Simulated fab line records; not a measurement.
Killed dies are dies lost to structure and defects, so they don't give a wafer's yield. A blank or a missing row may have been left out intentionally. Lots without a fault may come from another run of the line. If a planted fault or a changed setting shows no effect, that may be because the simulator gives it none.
Comparing a struck lot with a sound one || flow gf180mcu || 15 steps out of a route of 602
Sound: the wafers L908.1, L908.4, L908.5. Wafers L901.1, L901.3, L901.6 were the ones struck. The cause is given at the end.
Order at every step that has rows: each side's tool, ch and its chambers, its first start. Under that, the readings that differ: sound wafers || struck wafers || difference of the means || sigmas: that difference in standard deviations of wafers without a fault.
alike: same words and numbers on both sides, and readings whose means sit less than 2 such deviations apart. not compared: any withheld reading, any reading some wafer has no value for, any bound like >300 that may hide the same value, and any number with overlapping values for which the record gives no deviation.
A row with sigmas, a row that says differs or no value, or rows on one side alone: a step with any of these is where the two part. Non-overlapping numbers with no deviation appear without sigmas and do not part them. A reading that every wafer of one side lacks parts them only if that side has two wafers or more.

first, 4 steps without rows for these wafers: GF_SAB_SOFTBAKE_05 (time 60 s); GF_SAB_EXPOSE_06 (exposes mask SAB, target cd 420 nm); GF_SAB_PEB_07; GF_SAB_DEVELOP_08 (develop time 60 s).
GF_SAB_CD_MEAS_09 targets a cd of 420 nm.
  struck on cd-sem-01, day 17 23:14; sound on cd-sem-01, day 20 02:20
  alike: cd-nm
GF_SAB_OVL_MEAS_10:
  struck on overlay-01, day 17 23:22; sound on overlay-02, day 20 02:28
  alike: SAB_OVL
GF_SAB_ETCH_11: etches SiO2 in C4F8/O2/Ar, target depth 55 nm, time 8.5 s.
  sound on rie-diel-02 ch 0,1,3, day 20 02:30; struck on rie-diel-03 ch 1,2,3, day 17 23:24
  alike: oes-product-au
  not compared: rf-hours-counter-h
then, 1 step without rows for these wafers: GF_SAB_WET_ETCH_12 (etches SiO2 in dHF, target depth 22 nm, time 440 s).
GF_SAB_STRIP_13: strips in O2/N2.
  sound on plasma-asher-04 ch 0,1, day 20 02:40; struck on plasma-asher-01 ch 0,1, day 17 23:33
  alike: drypump-motor-current-A, heater-power-w, oes-product-au, strip-time-to-endpoint-s
  not compared: rf-hours-counter-h
then, 2 steps without rows for these wafers: GF_SALICIDE_CLEAN_00 (cleans in SC1/SC2, time 150 s); GF_SALICIDE_WET_ETCH_01 (etches SiO2 in dHF, target depth 5 nm, time 100 s).
GF_SALICIDE_SPUTTER_02: material Co, target thk 10 nm, time 20 s.
  struck on pvd-sputter-03, day 17 23:44; sound on pvd-sputter-01, day 20 02:53
  alike: chamber-pressure-pa, throttle-valve-pct
GF_SALICIDE_SPUTTER_03: material TiN, target thk 20 nm, time 16.7 s.
  struck on pvd-sputter-03, day 17 23:46; sound on pvd-sputter-01, day 20 02:55
{"reading": "model.TiN_of_SALICIDE_SPUTTER_03.thk-nm (nm)", "sound": "20.18 20.06 20.28", "struck": "20.64 20.62 20.71", "difference": "+0.48", "sigmas": ""}
  alike: chamber-pressure-pa, throttle-valve-pct
GF_SALICIDE_RS_MEAS_04: a four-point-probe measurement.
  struck on film-metro-02, day 17 23:47; sound on film-metro-03, day 20 02:56
  alike: SALICIDE_TIN_RS
GF_PASSIVATION_PROBE_99:
  the record has rows for the sound wafers here (prober-01, day 32 21:28) and none for the struck ones

== WHERE THEY PART ==
Only at GF_PASSIVATION_PROBE_99, within this record.

WHY: whatever the simulator had introduced
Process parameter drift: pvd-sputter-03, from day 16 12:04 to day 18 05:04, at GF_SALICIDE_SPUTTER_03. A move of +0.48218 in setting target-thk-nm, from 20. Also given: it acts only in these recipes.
